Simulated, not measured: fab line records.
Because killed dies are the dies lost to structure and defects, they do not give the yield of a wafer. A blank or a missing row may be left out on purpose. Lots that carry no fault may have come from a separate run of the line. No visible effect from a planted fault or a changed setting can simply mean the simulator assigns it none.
2 desks looking at one fault / flow sky130 / every desk sees just its own numbers, and what lay behind them comes last

## THE METROLOGY DESK
What the gauges read for every lot (on any tool): the sampled wafers with a number, averaged. If a lot's mean is further than 4 standard deviations from the usual mean, the lot is out of limits and carries the mark OUT (the distance appears in the brackets).
Columns: A = METAL3_OVL at SKY_METAL3_OVL_MEAS_14, usual 3 nm
lot=L474; first seen here=day 39 06:41; A=2
lot=L475; first seen here=day 39 13:38; A=7
lot=L476; first seen here=day 39 23:56; A=9
lot=L478; first seen here=day 40 10:57; A=1
lot=L479; first seen here=day 40 18:06; A=3
lot=L483; first seen here=day 42 07:44; A=13
lot=L485; first seen here=day 42 11:51; A=2
lot=L486; first seen here=day 42 18:42; A=3
lot=L491; first seen here=day 43 22:53; A=3
lot=L492; first seen here=day 44 10:26; A=-0
lot=L494; first seen here=day 44 16:03; A=9
This desk's finding: nothing out of limits on any of the 11 lots.

## DESK OF THE TOOL OWNER: rie-diel-02
The tool's own readings at SKY_PASSIVATION_ETCH_11 (etches the open film in CF4/O2, stops on AlCu, target depth 725 nm, time 161.1 s): means of the sampled wafers that have a number, for each lot that ran on this tool. If a lot's mean is further than 4 standard deviations from the usual mean, the lot is out of limits and carries the mark OUT (the distance appears in the brackets).
Columns: A = drypump-motor-current-A at SKY_PASSIVATION_ETCH_11, usual 6.0 A; B = oes-product-au at SKY_PASSIVATION_ETCH_11, usual 0.977 a.u.; C = throttle-valve-pct at SKY_PASSIVATION_ETCH_11, usual 5.964 %
lot=L478; first seen here=day 46 10:19; A=5.9; B=0.985; C=5.957
lot=L479; first seen here=day 46 17:40; A=6.0; B=0.971; C=5.965
lot=L483; first seen here=day 47 23:13; A=6.1; B=0.977; C=5.968
lot=L485; first seen here=day 48 01:52; A=6.1; B=0.979; C=5.960
This desk's finding: nothing out of limits on any of the 4 lots.

## BROUGHT TOGETHER
Metrology desk: nothing out of limits seen.
The desk of the tool owner found nothing out of limits.

## WHAT HAD BEEN PUT IN BY THE SIMULATOR
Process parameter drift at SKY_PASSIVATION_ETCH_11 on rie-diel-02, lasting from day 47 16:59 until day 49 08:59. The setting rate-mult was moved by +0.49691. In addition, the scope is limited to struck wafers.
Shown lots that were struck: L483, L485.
